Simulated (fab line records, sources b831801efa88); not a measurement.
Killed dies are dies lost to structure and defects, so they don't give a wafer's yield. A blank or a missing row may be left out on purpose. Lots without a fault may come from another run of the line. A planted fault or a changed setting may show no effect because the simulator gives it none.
Which tool did it? | flow sky130 | 14 lots, 42 wafers sampled, at 5 steps of a route of 708

WHAT THE GAUGES READ, wafer by wafer
SKY_FIELD_ISO_THK_MEAS_23. Usual: FIELD_ISO_OXIDATION_01_THK 10.00 nm, standard deviation 0.2.
lot  | measured    | on            | FIELD_ISO_OXIDATION_01_THK (nm) | flag
L727 | day 2 08:24 | film_metro-01 | 9.76 9.93 9.67                  |
L728 | day 2 13:55 | film_metro-01 | 9.99 9.77 9.58                  |
L729 | day 2 18:23 | film_metro-01 | 9.91 9.78 9.98                  |
L730 | day 2 22:47 | film_metro-04 | 9.91 10.00 9.89                 |
L731 | day 3 05:14 | film_metro-02 | 9.75 9.77 9.81                  |
L732 | day 3 07:53 | film_metro-01 | 9.80 9.83 9.78                  |
L733 | day 3 19:07 | film_metro-02 | 10.07 10.22 10.12               |
L734 | day 3 19:07 | film_metro-04 | 10.10 10.22 10.28               |
L735 | day 4 06:18 | film_metro-01 | 10.01 9.97 9.88                 |
L736 | day 4 06:19 | film_metro-04 | 10.17 10.17 10.10               |
L737 | day 4 13:19 | film_metro-01 | 9.93 9.89 9.84                  |
L738 | day 4 21:37 | film_metro-02 | 9.98 10.00 9.89                 |
L742 | day 5 14:10 | film_metro-04 | 10.10 9.96 10.01                |
L749 | day 7 01:18 | film_metro-02 | 10.02 9.73 9.73                 |

SKY_PWDE_OVL_MEAS_07. Usual: PWDE_OVL -0.8 nm, standard deviation 1.4.
lot  | measured    | on         | PWDE_OVL (nm)  | flag
L727 | day 3 21:02 | overlay-01 | -0.1 -2.9 -3.6 |
L728 | day 4 02:34 | overlay-01 | 1.3 -0.7 0.4   |
L729 | day 4 06:38 | overlay-02 | -0.3 -0.3 0.0  |
L730 | day 4 10:16 | overlay-01 | 1.3 -0.5 -0.9  |
L731 | day 4 19:05 | overlay-02 | 0.4 1.4 -1.0   |
L732 | day 5 06:04 | overlay-01 | -1.3 -0.5 -0.8 |
L733 | day 5 17:31 | overlay-02 | -0.2 0.2 0.1   |
L734 | day 5 16:49 | overlay-01 | -2.9 1.5 0.1   |
L735 | day 5 23:16 | overlay-02 | -0.4 0.0 0.7   |
L736 | day 6 00:56 | overlay-02 | -2.1 0.5 1.1   |
L737 | day 6 05:46 | overlay-02 | -0.5 -1.7 -0.3 |
L738 | day 6 14:40 | overlay-02 | -2.3 -2.7 -    |
L742 | day 7 10:07 | overlay-01 | - - -1.2       |
L749 | day 8 22:42 | overlay-01 | -2.4 -2.6 -0.4 |

SKY_NWELL_RS_MEAS_31: measures by four-point-probe. Usual: PWDE_RS 5282 ohm/sq, standard deviation 23.
lot  | measured     | on            | PWDE_RS (ohm/sq) | flag
L727 | day 5 08:23  | film_metro-03 | 5276 5292 5265   |
L728 | day 5 14:33  | film_metro-02 | 5286 5298 5289   |
L729 | day 5 19:02  | film_metro-04 | 5275 5282 5262   |
L730 | day 5 23:04  | film_metro-03 | 5299 5311 5315   |
L731 | day 6 09:18  | film_metro-03 | 5262 5268 5271   |
L732 | day 6 19:27  | film_metro-02 | 5303 5296 5290   |
L733 | day 7 09:14  | film_metro-02 | 5310 5297 5326   |
L734 | day 7 08:40  | film_metro-04 | 5275 5268 5286   |
L735 | day 7 15:25  | film_metro-04 | 5298 5318 5316   |
L736 | day 7 17:06  | film_metro-04 | 5290 5280 5290   |
L737 | day 7 23:30  | film_metro-02 | 5317 5322 5335   |
L738 | day 8 07:37  | film_metro-04 | 5257 5257 5247   |
L742 | day 9 05:02  | film_metro-02 | 5307 5282 5287   |
L749 | day 10 19:48 | film_metro-02 | 5312 5312 5310   |

SKY_VT_ADJUST_LVTN_TW_MEAS_10. Usual: VT_ADJUST_LVTN_TW 242.9, standard deviation 1.7.
lot  | measured     | on            | VT_ADJUST_LVTN_TW | flag
L727 | day 6 21:40  | film_metro-03 | 241.6 242.4 243.0 |
L728 | day 7 04:32  | film_metro-03 | 240.9 242.6 241.9 |
L729 | day 7 09:10  | film_metro-04 | 240.8 240.0 240.9 |
L730 | day 7 13:25  | film_metro-04 | 240.2 241.2 241.5 |
L731 | day 8 01:14  | film_metro-01 | 242.6 243.0 242.1 |
L732 | day 8 12:41  | film_metro-03 | 243.3 243.8 244.4 |
L733 | day 9 01:58  | film_metro-01 | 241.8 241.1 241.4 |
L734 | day 9 01:51  | film_metro-03 | 244.1 245.3 242.8 |
L735 | day 9 08:53  | film_metro-03 | 245.2 242.9 245.9 |
L736 | day 9 10:52  | film_metro-03 | 245.2 243.9 245.7 |
L737 | day 9 18:20  | film_metro-03 | 244.7 243.5 243.2 |
L738 | day 10 04:21 | film_metro-03 | 247.0 245.5 244.3 |
L742 | day 11 02:10 | film_metro-01 | 241.5 240.3 240.7 |
L749 | day 12 20:18 | film_metro-03 | 245.2 243.3 245.6 |

WHICH TOOL RAN EACH LOT (tool, then ch and the chambers of the sampled wafers, then the start)
lot  | SKY_PWDE_DEVELOP_06
L727 | litho_track-03 ch 0, day 3 20:00
L728 | litho_track-03 ch 0, day 4 02:00
L729 | litho_track-03 ch 0, day 4 06:00
L730 | litho_track-02 ch 0, day 4 10:00
L731 | litho_track-03 ch 0, day 4 18:00
L732 | litho_track-03 ch 0, day 5 05:00
L733 | litho_track-02 ch 0, day 5 17:00
L734 | litho_track-01 ch 0, day 5 16:00
L735 | litho_track-01 ch 0, day 5 23:00
L736 | litho_track-03 ch 0, day 6 00:00
L737 | litho_track-01 ch 0, day 6 05:00
L738 | litho_track-01 ch 0, day 6 14:00
L742 | litho_track-01 ch 0, day 7 10:00
L749 | litho_track-02 ch 0, day 8 22:00
- SKY_PWDE_DEVELOP_06: develop time 60 s.

WHAT THE TOOLS THEMSELVES READ (means of the sampled wafers that have a number; where no wafer has one, the mark that the record gives instead)
SKY_PWDE_DEVELOP_06. Usual: developer_temp_C 23.00 C, standard deviation 0.083.
lot  | tool           | developer_temp_C (C) | flag
L727 | litho_track-03 | 22.96                |
L728 | litho_track-03 | 23.10                |
L729 | litho_track-03 | 23.09                |
L730 | litho_track-02 | 23.03                |
L731 | litho_track-03 | 22.97                |
L732 | litho_track-03 | 23.03                |
L733 | litho_track-02 | 22.91                |
L734 | litho_track-01 | 23.04                |
L735 | litho_track-01 | 22.96                |
L736 | litho_track-03 | 22.98                |
L737 | litho_track-01 | 23.04                |
L738 | litho_track-01 | 23.02                |
L742 | litho_track-01 | 23.04                |
L749 | litho_track-02 | 23.03                |

THE ANSWER, worked out from the rows above alone
Rule: a lot is off if the mean of its wafers that have a number lies more than 3 standard deviations from the usual mean. A lot without any number at a reading at which 4 lots or more have one is off too. The other lots that the step has rows for count as sound. The gauges are gone through in route order, then the tools' own readings, and for those a lot's mean is taken as printed above. The first step at which some lot is off is used, and at that step the reading that is off furthest; a lot without a number counts as furthest.
No lot is off at any reading shown: from this, nothing can be told.

WHAT THE SIMULATOR HAD PUT IN
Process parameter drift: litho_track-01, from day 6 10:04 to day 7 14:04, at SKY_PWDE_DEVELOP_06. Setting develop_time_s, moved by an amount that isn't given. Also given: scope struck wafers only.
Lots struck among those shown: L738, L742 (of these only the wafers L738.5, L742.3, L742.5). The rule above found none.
